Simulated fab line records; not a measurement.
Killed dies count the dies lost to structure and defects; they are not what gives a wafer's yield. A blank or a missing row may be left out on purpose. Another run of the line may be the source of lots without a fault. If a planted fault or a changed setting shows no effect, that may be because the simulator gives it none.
The tool behind it: which one?    flow gf180mcu    14 lots with 42 wafers sampled at 4 steps, on a route of 602 steps

WHAT THE GAUGES READ, wafer by wafer
The record holds no reading of a measuring or inspecting step that can be judged against a usual standard deviation.

WHICH TOOL RAN EACH LOT (tool, then ch and the chambers of the sampled wafers, then the start)
lot   GF_V2_CVD_23                  GF_V2_CMP_26                   GF_M4_SPUTTER_03             GF_V4_CVD_02
L658  cvdW-01 ch 0,1, day 20 21:59  cmp-01 ch 0,2,3, day 20 22:20  pvdSputter-02, day 23 00:46  pecvd-04 ch 0,1,2, day 24 00:07
L659  cvdW-02 ch 0,1, day 21 01:42  cmp-01 ch 0,3, day 21 01:59    pvdSputter-02, day 23 04:50  pecvd-04 ch 0,1, day 24 04:31
L660  cvdW-01 ch 1, day 21 15:36    cmp-01 ch 1,3, day 21 15:56    pvdSputter-02, day 23 17:59  pecvd-04 ch 1,2, day 24 17:09
L664  cvdW-02 ch 0,1, day 23 01:14  cmp-02 ch 0,3, day 23 01:32    pvdSputter-01, day 25 01:29  pecvd-03 ch 0,1, day 25 23:26
L666  cvdW-02 ch 0,1, day 23 13:19  cmp-01 ch 1,2,3, day 23 13:43  pvdSputter-03, day 25 12:42  -
L667  cvdW-02 ch 0,1, day 24 05:15  cmp-01 ch 0,1,2, day 24 05:38  pvdSputter-01, day 26 04:36  -
L671  cvdW-02 ch 1, day 25 14:38    cmp-02 ch 1,3, day 25 15:14    pvdSputter-03, day 27 12:09  pecvd-03 ch 0,1,2, day 28 09:40
L673  cvdW-02 ch 0,1, day 26 07:16  cmp-02 ch 0,1, day 26 07:34    pvdSputter-01, day 28 03:30  pecvd-01 ch 0,2, day 29 00:06
L674  cvdW-02 ch 0,1, day 26 12:12  cmp-02 ch 1,2, day 26 12:29    pvdSputter-01, day 28 08:13  pecvd-04 ch 1,2, day 29 03:58
L676  cvdW-02 ch 1, day 26 22:32    cmp-02 ch 0,1,2, day 26 23:10  pvdSputter-01, day 28 18:50  pecvd-04 ch 0,1,2, day 29 14:44
L677  cvdW-02 ch 0,1, day 27 08:09  cmp-02 ch 0,2,3, day 27 08:26  pvdSputter-03, day 29 03:52  pecvd-04 ch 0,1,2, day 29 23:42
L678  cvdW-01 ch 0,1, day 27 12:48  cmp-01 ch 0,1,2, day 27 13:14  pvdSputter-01, day 29 08:12  pecvd-04 ch 0,2, day 30 04:07
L679  cvdW-02 ch 0,1, day 27 21:37  cmp-01 ch 0,1,2, day 27 21:54  pvdSputter-01, day 29 16:41  pecvd-03 ch 0,1,2, day 30 12:07
L680  cvdW-01 ch 0,1, day 28 06:08  cmp-01 ch 1,2,3, day 28 06:31  pvdSputter-03, day 29 23:44  pecvd-03 ch 0,1, day 30 18:53
- GF_V2_CVD_23: deposits W, target thk 350 nm, time 104.94 s.
- GF_V2_CMP_26: polishes, stops on SiO2, t overpolish 15 s, target thk 0 nm.
- GF_M4_SPUTTER_03: material Ti, target thk 10 nm, time 6.7 s.
- GF_V4_CVD_02: deposits SiO2 from TEOS, target thk 850 nm, time 94.851 s.

WHAT THE TOOLS THEMSELVES READ (means of the sampled wafers that have a number; where no wafer has one, the mark that the record gives instead)
GF_V2_CVD_23. Usual: 827 W for heaterPowerW, sd 69.
lot   tool     heaterPowerW (W)  flag
L658  cvdW-01  872               
L659  cvdW-02  811               
L660  cvdW-01  855               
L664  cvdW-02  778               
L666  cvdW-02  771               
L667  cvdW-02  774               
L671  cvdW-02  728               
L673  cvdW-02  782               
L674  cvdW-02  824               
L676  cvdW-02  726               
L677  cvdW-02  760               
L678  cvdW-01  873               
L679  cvdW-02  774               
L680  cvdW-01  889               

GF_V2_CMP_26. Usual: motorCurrentA 10.8 A, standard deviation 1.3; overpolishRunS 15.001 s, standard deviation 0.0098; timeToEndpointS 88 s, standard deviation 4.7.
lot   tool    motorCurrentA (A)  overpolishRunS (s)  timeToEndpointS (s)  flag
L658  cmp-01  10.9               14.997              83                   
L659  cmp-01  11.8               15.001              86                   
L660  cmp-01  9.5                15.002              82                   
L664  cmp-02  10.7               15.002              83                   
L666  cmp-01  10.1               15.008              91                   
L667  cmp-01  11.3               14.998              90                   
L671  cmp-02  10.4               14.997              90                   
L673  cmp-02  10.5               14.995              90                   
L674  cmp-02  11.3               15.005              94                   
L676  cmp-02  11.5               14.993              87                   
L677  cmp-02  11.3               15.004              87                   
L678  cmp-01  11.0               15.007              89                   
L679  cmp-01  11.1               15.001              87                   
L680  cmp-01  9.7                14.991              87                   

GF_M4_SPUTTER_03. Usual: cathodeDcPowerW 3000.0 W, standard deviation 0.51; chamberPressurePa 0.3001 Pa, standard deviation 0.00057; throttleValvePct 29.8 %, standard deviation 0.73.
lot   tool           cathodeDcPowerW (W)  chamberPressurePa (Pa)  throttleValvePct (%)  flag
L658  pvdSputter-02  2999.7               0.3000                  30.2                  
L659  pvdSputter-02  2999.9               0.2998                  30.1                  
L660  pvdSputter-02  2999.8               0.3000                  30.0                  
L664  pvdSputter-01  2999.8               0.3007                  30.1                  
L666  pvdSputter-03  -                    -                       -                     OFF
L667  pvdSputter-01  -                    -                       -                     OFF
L671  pvdSputter-03  3000.3               0.3004                  30.1                  
L673  pvdSputter-01  3000.5               0.3000                  29.5                  
L674  pvdSputter-01  3000.1               0.3001                  29.4                  
L676  pvdSputter-01  2999.9               0.3003                  29.9                  
L677  pvdSputter-03  2999.5               0.2998                  29.7                  
L678  pvdSputter-01  2999.7               0.3002                  28.7                  
L679  pvdSputter-01  3000.3               0.3002                  29.4                  
L680  pvdSputter-03  3000.6               0.3005                  29.3                  

GF_V4_CVD_02. Usual: 635 W for heaterPowerW, sd 68.
lot   tool      heaterPowerW (W)  flag
L658  pecvd-04  603               
L659  pecvd-04  651               
L660  pecvd-04  677               
L664  pecvd-03  588               
L671  pecvd-03  616               
L673  pecvd-01  653               
L674  pecvd-04  614               
L676  pecvd-04  610               
L677  pecvd-04  635               
L678  pecvd-04  696               
L679  pecvd-03  641               
L680  pecvd-03  600               

THE ANSWER, worked out from the rows above alone
Rule: take the mean of a lot's wafers that have a number; if it is more than 3 standard deviations from the usual mean, the lot is off. Also off: a lot with no number at a reading for which 4 or more lots have one. Any other lot the step has rows for is counted as sound. The gauges are gone through in route order, then the tools' own readings, and for those a lot's mean is taken as printed above. At the first step where some lot is off, the reading lying furthest off is the one used; lots without a number count as furthest.
Off, at GF_M4_SPUTTER_03 on cathodeDcPowerW: L666, L667. Without a number there: L666, L667.
If a tool, at that step or one of the process steps before it, ran each lot that is off and ran no sound lot following the first of them, it fits. Not one of the candidates tried fits.

WHAT THE SIMULATOR HAD INSERTED
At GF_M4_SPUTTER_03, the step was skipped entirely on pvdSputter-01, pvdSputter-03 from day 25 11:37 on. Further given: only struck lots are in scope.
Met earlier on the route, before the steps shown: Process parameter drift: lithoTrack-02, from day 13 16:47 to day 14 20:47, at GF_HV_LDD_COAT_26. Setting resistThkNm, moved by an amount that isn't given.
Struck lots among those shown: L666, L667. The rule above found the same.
